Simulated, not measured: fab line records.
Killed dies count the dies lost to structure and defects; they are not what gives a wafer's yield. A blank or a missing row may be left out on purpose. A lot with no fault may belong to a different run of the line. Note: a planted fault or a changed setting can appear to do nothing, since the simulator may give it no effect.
Chamber matching | flow gf180mcu | 4 sister chambers for GF_V1_CMP_04 on cmp-02
The step polishes SiO2. 4 wafers are shown with their chamber, then 9 later ones without.

WAFERS, EACH WITH ITS CHAMBER
wafer  | chamber | motor current A (A)
L479.5 | 2       | 11.7
L488.3 | 1       | 13.0
L488.5 | 0       | 9.8
L488.6 | 3       | 12.8

WAFERS MISSING THEIR CHAMBER
wafer  | motor current A (A)
L489.1 | 12.8
L489.3 | 13.4
L489.6 | 9.4
L490.1 | 12.3
L490.2 | 12.9
L490.4 | 12.9
L491.2 | 12.8
L491.3 | 13.1
L491.4 | 12.7

WHICH CHAMBER EACH WENT THROUGH
wafer  | from the rows above          | in truth
L489.1 | can't be placed: 3 or 1      | 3
L489.3 | can't be placed: 1 or 3      | 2
L489.6 | 0                            | 0
L490.1 | can't be placed: 3 or 2 or 1 | 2
L490.2 | can't be placed: 1 or 3      | 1
L490.4 | can't be placed: 1 or 3      | 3
L491.2 | can't be placed: 3 or 1      | 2
L491.3 | can't be placed: 1 or 3      | 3
L491.4 | can't be placed: 3 or 1      | 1
1 of 9 placed correctly. From these rows, 8 cannot be placed; in 6 the true chamber is one of the candidates. Wrongly placed: 0.
How it was worked out, from the rows above alone: a wafer's distance from a chamber is the root of the sum, over the readings, of the square of ((its reading less the chamber's mean) divided by the reading's scatter). The wafer belongs to the nearest chamber; if the next one is less than 2 further off, it can't be placed. A chamber's mean is the mean of its shown wafers. The scatter (one wafer shown for each chamber): square how far every hidden wafer sits from the nearest shown wafer, average those squares and take the square root.
